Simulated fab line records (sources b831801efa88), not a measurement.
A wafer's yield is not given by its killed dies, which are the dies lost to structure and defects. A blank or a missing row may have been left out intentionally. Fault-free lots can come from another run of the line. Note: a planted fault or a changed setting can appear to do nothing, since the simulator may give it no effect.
Chamber matching + flow gf180mcu + GF_V1_CMP_04 on cmp-02: 4 sister chambers
The step polishes SiO2. 4 wafers are shown with their chamber, then 7 later ones without.

== WAFERS WITH THEIR CHAMBER ==
| wafer  | chamber | motor-current-A (A) |
|--------|---------|---------------------|
| L527.4 | 0       | 11.0                |
| L527.6 | 1       | 11.4                |
| L528.3 | 3       | 12.4                |
| L528.5 | 2       | 11.8                |

== WAFERS MISSING THEIR CHAMBER ==
| wafer  | motor-current-A (A) |
|--------|---------------------|
| L528.6 | 12.5                |
| L535.2 | 10.1                |
| L535.4 | 12.6                |
| L535.5 | 12.0                |
| L539.1 | 11.2                |
| L539.2 | 10.5                |
| L539.5 | 11.1                |

== WHICH CHAMBER EACH ONE RAN IN ==
| wafer  | from the rows above               | in truth |
|--------|-----------------------------------|----------|
| L528.6 | can't be placed: 3 or 2           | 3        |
| L535.2 | can't be placed: 0 or 1 or 2      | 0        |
| L535.4 | can't be placed: 3 or 2           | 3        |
| L535.5 | can't be placed: 2 or 3 or 1 or 0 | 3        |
| L539.1 | can't be placed: 0 or 1 or 2      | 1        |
| L539.2 | can't be placed: 0 or 1 or 2      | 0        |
| L539.5 | can't be placed: 0 or 1 or 2      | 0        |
Placed correctly: 0 of 7. Unplaceable from these rows: 7, with the true chamber sitting among the candidates in 7. Placed wrongly: 0.
How it was worked out, from the rows above alone: a wafer's distance from a chamber is the root of the sum, over the readings, of the square of ((its reading less the chamber's mean) divided by the reading's scatter). If the next closest chamber is less than 2 further off than the closest, the wafer can't be placed; otherwise it belongs to the closest. The mean given for a chamber averages the wafers shown for that chamber. The scatter: root of mean squared gap, hidden wafer to nearest shown wafer, with one shown wafer a chamber.
